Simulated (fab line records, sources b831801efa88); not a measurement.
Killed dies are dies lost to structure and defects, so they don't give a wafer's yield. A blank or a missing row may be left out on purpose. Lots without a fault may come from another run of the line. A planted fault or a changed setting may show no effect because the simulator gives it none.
Chamber matching | flow sky130 | SKY_POLY_GATE_ETCH_17 on rie_si-02: 4 sister chambers
The step etches poly-Si in HBr/Cl2, stops on SiO2, target depth 180 nm, time 70.5 s. 7 wafers are shown with their chamber, then 8 later ones without.

WAFERS WITH THEIR CHAMBER
wafer  | chamber | drypump_motor_current_A (A) | mfc_cl2_sccm (sccm)
L640.6 | 2       | 5.4                         | 49.88
L642.2 | 0       | 6.3                         | 49.86
L642.4 | 1       | 5.6                         | 50.00
L642.6 | 0       | 6.3                         | 49.97
L644.4 | 1       | 5.6                         | 50.04
L644.6 | 3       | 5.9                         | 50.11
L645.1 | 3       | 6.0                         | 50.07

WAFERS WITHOUT THEIR CHAMBER
wafer  | drypump_motor_current_A (A) | mfc_cl2_sccm (sccm)
L645.4 | 5.6                         | 49.90
L645.5 | 5.9                         | 49.84
L648.1 | 6.0                         | 49.92
L648.4 | 5.6                         | 50.13
L648.6 | 5.9                         | 49.89
L656.4 | 5.4                         | 49.94
L656.5 | 6.3                         | 49.98
L656.6 | 5.9                         | 50.13

WHICH CHAMBER EACH WENT THROUGH
wafer  | from the rows above | in truth
L645.4 | 1                   | 1
L645.5 | 3                   | 3
L648.1 | 3                   | 3
L648.4 | 1                   | 1
L648.6 | 3                   | 3
L656.4 | 2                   | 2
L656.5 | 0                   | 0
L656.6 | 3                   | 3
Placed correctly: 8 of 8. Can't be placed from these rows: 0. Placed wrongly: 0.
How it was worked out, from the rows above alone: a wafer's distance from a chamber is the root of the sum, over the readings, of the square of ((its reading less the chamber's mean) divided by the reading's scatter). The wafer belongs to the nearest chamber; if the next one is less than 2 further off, it can't be placed. A chamber's mean is the mean of its shown wafers. The scatter: the root of (the sum of the squares of (reading less its chamber's mean) over the shown wafers, divided by (wafers less chambers)).
